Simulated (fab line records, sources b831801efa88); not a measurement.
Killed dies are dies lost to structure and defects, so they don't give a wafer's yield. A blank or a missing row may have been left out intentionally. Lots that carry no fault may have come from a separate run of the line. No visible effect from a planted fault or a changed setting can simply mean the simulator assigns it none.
One fault seen from 2 desks | flow gf180mcu | what lay behind the numbers comes last; until then each desk has only its own

## THE METROLOGY DESK
What the gauges read for every lot (on any tool): the sampled wafers with a number, averaged. Marked OUT: a lot whose mean sits more than 4 standard deviations from the usual mean, which makes it out of limits; the brackets give that distance.
Columns: A = CONTACT_BOW at GF_CONTACT_BOW_MEAS_05, usual 64 um; B = cdNm at GF_M1_CD_MEAS_14, usual 230.0 nm
lot  | first seen here | A  | B
L678 | day 15 11:19    | 65 | 227.5
L683 | day 17 12:23    | 63 | 228.9
L687 | day 19 06:44    | 67 | 207.1 (-19) OUT
L688 | day 19 13:18    | 60 | 207.0 (-19) OUT
L690 | day 20 03:22    | 60 | 229.0
L693 | day 21 01:39    | 61 | 229.0
L694 | day 21 11:16    | 64 | 229.3
L696 | day 21 23:23    | 63 | 230.1
L697 | day 22 07:14    | 66 | 230.6
L698 | day 22 16:20    | 65 | 231.9
L699 | day 22 21:56    | 64 | 230.9
L700 | day 23 09:11    | 65 | 231.2
Finding of this desk: L687, L688 out of limits; the first was L687 at day 21 08:43, on cdNm at GF_M1_CD_MEAS_14. Within limits: L678, L683, L690, L693, L694, L696, L697, L698, L699, L700.

## TOOL OWNER'S DESK, lithoTrack-01
The tool's own readings at GF_M1_PEB_12 (peb time 90 s): means of the sampled wafers that have a number, for each lot that ran on this tool. Marked OUT: a lot whose mean sits more than 4 standard deviations from the usual mean, which makes it out of limits; the brackets give that distance.
Columns: A = heaterPowerTotalW at GF_M1_PEB_12, usual 85.69 W; B = plateTempC at GF_M1_PEB_12, usual 135.02 C
lot  | first seen here | A                        | B
L687 | day 21 08:22    | 101.22 (+99 or more) OUT | 153.45 (+99 or more) OUT
L688 | day 21 14:53    | 100.99 (+99 or more) OUT | 153.65 (+99 or more) OUT
L697 | day 24 05:13    | 85.69                    | 135.23
L699 | day 24 19:28    | 85.72                    | 134.92
Finding of this desk: L687, L688 out of limits; the first was L687 at day 21 08:22, on heaterPowerTotalW at GF_M1_PEB_12. Within limits: L697, L699.

## TAKEN TOGETHER
On L687, L688, at day 21 08:22, an alarm was possible from the tool owner's desk.
Metrology desk: alarm possible at day 21 08:43 on L687, L688.
All the named lots went through GF_M1_PEB_12 on lithoTrack-01.

## WHAT WAS PUT IN BY THE SIMULATOR
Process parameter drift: lithoTrack-01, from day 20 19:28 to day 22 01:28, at GF_M1_PEB_12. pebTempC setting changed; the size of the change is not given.
Struck lots among those shown: L687, L688.
Fault start to first reading out of limits, in hours, per desk: tool owner, 13; metrology, 13.
